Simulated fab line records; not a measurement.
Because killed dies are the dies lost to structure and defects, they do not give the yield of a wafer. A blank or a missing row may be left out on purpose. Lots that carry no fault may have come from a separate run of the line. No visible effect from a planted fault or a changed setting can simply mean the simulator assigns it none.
Split-lot trial    flow sfq_line    23 wafers read from 5 lots, route of 325 steps

## SPLIT DETAILS
At SFQ_TRILAYER_I7_VIA_LITHO_PEB_190 (peb time 60 s), the setting peb_time_s was moved away from the recipe's 60 s on 8 of the 23 wafers read, by -8.9% to -4.7%. All remaining wafers had this setting at the recipe value.

## FROM SPLIT TO READING: 1 step shown by the file between the two
- SFQ_TRILAYER_I7_VIA_LITHO_DEVELOP_189: time 60 s

## THE READING
I7.cd_nm (the simulator's own value, which no gauge read), in nm, at SFQ_TRILAYER_I7_VIA_BARC_OPEN_VIA_ETCH_260 (etches BARC in O2, target depth 125 nm, time 41.7 s). There is no usual value for it anywhere in the file. Across the 15 wafers here that went through the recipe, the average is 998.8 nm and the standard deviation 3 nm.

wafer   tool, chamber at the split  peb_time_s as run, s  against the recipe  I7.cd_nm, nm  against lot-mates on the recipe
L076.1  litho_track-04, 0           55.15                 -8.1%               987.6         -12.9
L076.2  litho_track-04, 0           55.15                 -8.1%               989.7         -10.8
L076.3  litho_track-04, 0           55.15                 -8.1%               988.3         -12.2
L076.4  litho_track-04, 0           60                    recipe              1001          -
L076.5  litho_track-04, 0           60                    recipe              1000          -
L077.1  litho_track-04, 0           57.18                 -4.7%               996.7         -4.2
L077.2  litho_track-04, 0           60                    recipe              999.9         -
L077.3  litho_track-04, 0           57.18                 -4.7%               993.2         -7.8
L077.4  litho_track-04, 0           57.18                 -4.7%               996.5         -4.5
L077.6  litho_track-04, 0           60                    recipe              1002          -
L080.1  litho_track-02, 0           60                    recipe              997           -
L080.3  litho_track-02, 0           60                    recipe              998.7         -
L080.6  litho_track-02, 0           60                    recipe              998.9         -
L083.1  litho_track-03, 0           60                    recipe              1003          -
L083.4  litho_track-03, 0           60                    recipe              1003          -
L083.3  litho_track-03, 0           60                    recipe              1001          -
L083.5  litho_track-03, 0           60                    recipe              994.2         -
L083.6  litho_track-03, 0           60                    recipe              994.5         -
L084.1  litho_track-03, 0           54.64                 -8.9%               986.1         -10.3
L084.2  litho_track-03, 0           54.64                 -8.9%               986.1         -10.3
L084.4  litho_track-03, 0           60                    recipe              1000          -
L084.5  litho_track-03, 0           60                    recipe              994.7         -
L084.6  litho_track-03, 0           60                    recipe              994.6         -

FIT RESULTS
A straight line over all 23 wafers: I7.cd_nm changes by +1.27 nm for each +1% of peb_time_s; r = +0.85; the points scatter about the line by 2.8 nm.
The same after taking each lot's own level away (the mean of its wafers on the recipe; 23 wafers): +1.31 nm for each +1%; r = +0.89; scatter 2.4 nm.
Per that fit: largest peb_time_s move, reading shift of 12 nm.
From 996.43 to 1000.95 nm: that is the span of the lots' own levels, equal to 1.5 times the standard deviation above.
The two slopes agree, so the slope changes little with the lot-to-lot level.
Check: -12 nm against its lot-mates is what the line predicts for one of the wafers moved furthest among these (-8.9%) when that wafer is left out of the fit. It came out at -10.3 nm against them.

## THESE WAFERS: OTHER SPLITS
Before the reading, these wafers also passed through other splits. Each is held against what the fit with the lots' levels taken away leaves over:
other split on the same wafers                   wafers away from the commonest value  r with I7.cd_nm (lot level and that fit taken away)
SFQ_TRILAYER_M7_BARC_OPEN_METAL_ETCH_229 bias_w  8                                     +0.26
SFQ_TRILAYER_I7_VIA_LITHO_EXPOSE_188 dose_mj     7                                     +0.68

## THE WHOLE CHAIN: every reading that the file lists as answering this split, in the file's order
step                                        what it does                                           reading                                                    change (the file's fit)                                                                                r (the file's)
SFQ_TRILAYER_I7_VIA_BARC_OPEN_VIA_ETCH_260  etches BARC in O2, target depth 125 nm, time 41.7 s    I7.cd_nm (the simulator's own value, which no gauge read)  +1.29 nm for each +1% of the setting                                                                   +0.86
SFQ_TRILAYER_I7_VIA_ETCH_VIA_ETCH_190       etches SiO2 in CHF3, stops on Nb, target depth 260 nm  I7.cd_nm (the simulator's own value, which no gauge read)  +1.39 nm for each +1% of the setting, in a fit together with dose_mj@TRILAYER_I7_VIA_LITHO_EXPOSE_188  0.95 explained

## FILE'S OWN FIT
I7.cd_nm changes by +1.29 nm for each +1% of peb_time_s, r = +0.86.
